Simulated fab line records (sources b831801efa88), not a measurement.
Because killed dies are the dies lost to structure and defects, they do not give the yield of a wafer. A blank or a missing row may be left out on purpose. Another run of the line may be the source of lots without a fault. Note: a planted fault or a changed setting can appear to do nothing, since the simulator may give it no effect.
fab line records    flow gf180mcu
record lots=7  wafers=21  lastDay=34
route steps=602 shown DUAL_GATE@152 POLY_GATE@157
lots untouched by any fault: they come from a run of this same line in which no faults occurred
startH: the number of hours between the record's first day and the start of the first shown wafer of the lot    waitH: hours since the lot's step before    " unchanged from the row above    L1.1+2: one row covering several wafers at once    - either no value or no given start    * or withheld: withheld    < > ~ a bound
route shown NAME@n: a module of which the file shows steps, and the number in the route of the first    usual: average and standard deviation across the fault-free wafers    same: alike in all rows    chamber/n: place in a boat    sites: each site's reading    _std_site: their standard deviation    _edge_site: the outer-site mean with the inner-site mean subtracted    radiusMm: for every site, how far away it sits from the centre of the wafer    mask NAME#n: copy n    behind: the most recent tool/chamber to have shaped the wafer    hold: reason for holding the lot/hours on hold/outcome of the hold    device: transistor that didn't switch, given as n, p or np    end of line: tests run on the same wafers once the route is complete    step lacking rows: just its recipe    killed: count of dies lost to structure and defects at first sort (not the wafer's yield)    map: shows each die of a wafer: x if killed, . if not, _ if none is there
set.NAME: the setting the step ran with; set.NAME@STEP: the setting that earlier step ran with    model.NAME: the simulator's own value behind a step, which no gauge read
a table for each step, a row for each wafer; lots at some steps of the route
services: the hour from which a tool's chamber was out of use, counted from the record's first day as startH (under 0 if before that day), plus the number of hours and why
## steps
# step GF_DUAL_GATE_OVL_MEAS_11
# usual DUAL_GATE_OVL=-0.6/1.4
lot.wafer  tool        chamber  startH  waitH  DUAL_GATE_OVL[nm]
L230.1     overlay-02  -        192.64  0.1    -0.9
L230.3     "           -        "       "      -1.5
L230.4     "           -        "       "      0.2
L231.1     overlay-02  -        243.99  0.1    -0.3
L231.4     "           -        "       "      0.0
L231.6     "           -        "       "      -0.6
L232.2     overlay-02  -        245.40  0.1    -1.5
L232.4     "           -        "       "      -1.2
L232.6     "           -        "       "      -2.6
L233.1     overlay-01  -        250.12  0.1    0.6
L233.2     "           -        "       "      1.0
L233.6     "           -        "       "      0.1
L241.2     overlay-01  -        286.29  0.1    1.3
L241.5     "           -        "       "      1.2
L241.6     "           -        "       "      -0.8
L246.1     overlay-02  -        326.74  0.1    3.7
L246.5     "           -        "       "      0.1
L246.6     "           -        "       "      1.6
L248.1     overlay-02  -        344.24  0.1    -2.8
L248.3     "           -        "       "      -1.9
L248.5     "           -        "       "      -2.1
# step GF_DUAL_GATE_WET_ETCH_12
# recipe chemistry=dHF  targetDepthNm=13  dry=n2Spin  target=SiO2  tempC=25  dilution=100:1  timeS=260
# step GF_DUAL_GATE_STRIP_13
# recipe chemistry=O2/N2  powerW=1400  pressureMtorr=1500  platenTempC=250  o2FlowSccm=3000  n2FlowSccm=300  overashFraction=0.5
# usual drypumpMotorCurrentA=5.7/0.34  heaterPowerW=326/26  oesProductAu=0.716/0.0043  stripTimeToEndpointS=12.64/0.032
# same overashFraction=0.5
lot.wafer  tool            chamber  startH  waitH  drypumpMotorCurrentA  heaterPowerW  oesProductAu  rfHoursCounterH  stripTimeToEndpointS
L230.1     plasmaAsher-01  1        192.76  0.0    6.0                   303           0.715         7                12.58
L230.3     "               1        "       "      6.0                   293           0.719         -                12.60
L230.4     "               0        "       "      5.4                   342           0.719         -                12.63
L231.1     plasmaAsher-02  1        244.11  0.0    6.1                   337           0.716         69               12.63
L231.4     "               1        "       "      6.1                   330           0.714         -                12.65
L231.6     "               1        "       "      6.1                   324           0.718         -                12.65
L232.2     plasmaAsher-01  0        245.51  0.0    5.3                   341           0.711         13               12.68
L232.4     "               1        "       "      6.0                   296           0.719         -                12.65
L232.6     "               1        "       "      6.0                   295           0.711         -                12.66
L233.1     plasmaAsher-01  0        250.24  0.0    5.4                   337           0.718         13               12.67
L233.2     "               1        "       "      6.0                   307           0.715         13               12.66
L233.6     "               0        "       "      5.4                   346           0.714         -                12.65
L241.2     plasmaAsher-04  1        286.41  0.0    5.6                   308           0.715         68               12.61
L241.5     "               1        "       "      5.6                   306           0.709         -                12.64
L241.6     "               0        "       "      5.2                   370           0.716         -                12.62
L246.1     plasmaAsher-04  0        326.87  0.0    5.2                   384           0.713         72               12.65
L246.5     "               1        "       "      5.7                   305           0.715         -                12.66
L246.6     "               0        "       "      5.2                   368           0.711         -                12.69
L248.1     plasmaAsher-04  0        344.36  0.0    5.2                   376           0.719         74               12.62
L248.3     "               1        "       "      5.7                   300           0.705         -                12.60
L248.5     "               0        "       "      5.2                   384           0.719         -                12.65
# step GF_DUAL_GATE_CLEAN_14
# recipe chemistry=SC1/SC2  mix=1:4:20  tempC=70  timeS=150  dry=n2Spin
# step GF_DUAL_GATE_OXIDATION_15
# recipe tempC=850  ambient=O2  stabiliseS=600  purgeS=300  targetThkA=70.98  oxTimeS=1995
# step GF_POLY_GATE_CVD_00
# recipe material=poly-Si  targetThkNm=200  tempC=620  timeS=1200  pressureMtorr=200
# step GF_POLY_GATE_THK_MEAS_01
# recipe reads=poly-Si_of_POLY_GATE_CVD_00
# usual POLY_GATE_CVD_00_THK=200.1/2.2
lot.wafer  tool          chamber  startH  waitH  POLY_GATE_CVD_00_THK[nm]
L230.1     filmMetro-01  -        197.35  0.0    198.1
L230.3     "             -        "       "      198.8
L230.4     "             -        "       "      200.4
L231.1     filmMetro-01  -        247.34  0.0    200.5
L231.4     "             -        "       "      199.2
L231.6     "             -        "       "      201.0
L232.2     filmMetro-02  -        250.12  0.0    198.3
L232.4     "             -        "       "      198.5
L232.6     "             -        "       "      197.6
L233.1     filmMetro-02  -        254.20  0.0    197.1
L233.2     "             -        "       "      197.7
L233.6     "             -        "       "      195.9
L241.2     filmMetro-03  -        294.35  0.0    202.0
L241.5     "             -        "       "      202.7
L241.6     "             -        "       "      201.0
L246.1     filmMetro-03  -        333.38  0.0    196.4
L246.5     "             -        "       "      195.5
L246.6     "             -        "       "      197.5
L248.1     filmMetro-02  -        350.31  0.0    203.2
L248.3     "             -        "       "      201.9
L248.5     "             -        "       "      201.2
# step GF_POLY_GATE_DEHYDRATE_02
# recipe tempC=200  timeS=60
# step GF_POLY_GATE_HMDS_03
# recipe primeTimeS=60  primeTempC=120
# step GF_POLY_GATE_COAT_04
# recipe resist=BARC  tempC=withheld  timeS=withheld  spinRpm=withheld  resistThkNm=withheld
# step GF_POLY_GATE_COAT_05
# recipe resist=KrF  spinRpm=withheld  resistThkNm=700
# step GF_POLY_GATE_SOFTBAKE_06
# recipe tempC=130  timeS=60  resist=KrF
# step GF_POLY_GATE_EXPOSE_07
# recipe maskId=Poly2  targetCdNm=280  na=0.68  sourceShape=conventional  sigmaOuter=0.6  doseMj=28
# usual exposureDoseMJCm2=27.99/0.031  focusOffsetNm=0.0/0.53
lot.wafer  tool           chamber  startH  waitH  mask     exposureDoseMJCm2  focusOffsetNm
L230.1     krfScanner-02  0        206.24  -      Poly2#0  28.00              -0.5
L230.3     "              0        "       "      Poly2#0  27.97              0.4
L230.4     "              0        "       "      Poly2#0  28.02              0.6
L231.1     krfScanner-02  -        256.95  -      Poly2#0  -                  -
L231.4     "              -        "       "      Poly2#0  -                  -
L231.6     "              -        "       "      Poly2#0  -                  -
L232.2     krfScanner-01  -        259.77  -      Poly2#0  -                  -
L232.4     "              -        "       "      Poly2#0  -                  -
L232.6     "              -        "       "      Poly2#0  -                  -
L233.1     krfScanner-01  -        263.44  -      Poly2#0  -                  -
L233.2     "              -        "       "      Poly2#0  -                  -
L233.6     "              -        "       "      Poly2#0  -                  -
L241.2     krfScanner-01  0        304.42  -      Poly2#0  27.93              0.3
L241.5     "              0        "       "      Poly2#0  27.91              0.2
L241.6     "              0        "       "      Poly2#0  27.93              -0.8
L246.1     krfScanner-01  0        344.69  -      Poly2#0  28.01              0.2
L246.5     "              0        "       "      Poly2#0  28.00              -0.4
L246.6     "              0        "       "      Poly2#0  28.04              0.2
L248.1     krfScanner-01  0        360.40  -      Poly2#0  27.96              0.1
L248.3     "              0        "       "      Poly2#0  27.98              -0.1
L248.5     "              0        "       "      Poly2#0  27.97              0.5
# step GF_POLY_GATE_PEB_08
# recipe pebTempC=135  pebTimeS=90  resist=KrF
## services
tool            chamber  startH  hours  kind
plasmaAsher-01  -        171.73  3.5    repair
plasmaAsher-01  -        174.44  0.9    repair
krfScanner-01   0        182.77  -      calibration
plasmaAsher-04  -        185.90  3.0    repair
krfScanner-01   -        192.53  1.3    pm
krfScanner-02   -        199.64  1.0    pm
krfScanner-02   -        221.14  4.4    pm
krfScanner-02   -        237.69  1.3    pm
krfScanner-01   -        239.77  0.8    pm
plasmaAsher-02  -        260.49  0.5    repair
krfScanner-02   -        273.13  0.8    pm
krfScanner-01   -        286.14  0.8    pm
plasmaAsher-02  -        289.53  2.8    pm
krfScanner-02   0        297.68  -      calibration
krfScanner-01   -        301.44  0.5    repair
krfScanner-01   -        311.01  1.0    pm
krfScanner-01   -        321.42  3.3    repair
plasmaAsher-04  -        329.97  1.1    repair
plasmaAsher-02  -        334.81  1.4    repair
plasmaAsher-01  -        342.15  4.0    repair
krfScanner-02   -        345.90  0.1    repair
## key
firstSign step=GF_POLY_GATE_EXPOSE_07  reading=toolRecord  direction=missing
effect none on later readings
metAt GF_POLY_GATE_EXPOSE_07
struckWafers L231.1,L231.4,L231.6,L232.2,L232.4,L232.6,L233.1,L233.2,L233.6
laterRowsLeftOut L231.1,L231.4,L231.6,L232.2,L232.4,L232.6,L233.1,L233.2,L233.6
sortLeftOut L231.1,L231.4,L231.6,L232.2,L232.4,L232.6,L233.1,L233.2,L233.6
testerLeftOut L231,L232,L233
onsetBetween 206.24 256.95
fault kind=skippedStepWhole  tool=krfScanner-01,krfScanner-02  chamber=-  onsetH=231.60  steps=GF_POLY_GATE_EXPOSE_07  scope=struckLotsOnly
# testerLeftOut: of these lots the tester's yield and bins aren't shown, on N5 and GAA mostly nor the transistor test; their killed dies are dies lost to structure and defects alone, not to doping, threshold or leakage, so they don't give the yield
# sortLeftOut: the simulated sort isn't trusted on such a fault, so these wafers' sort isn't shown, and their yield isn't known
# laterRowsLeftOut: the simulator's readings of these wafers behind a module that went badly wrong aren't trusted and aren't shown, but for the sort
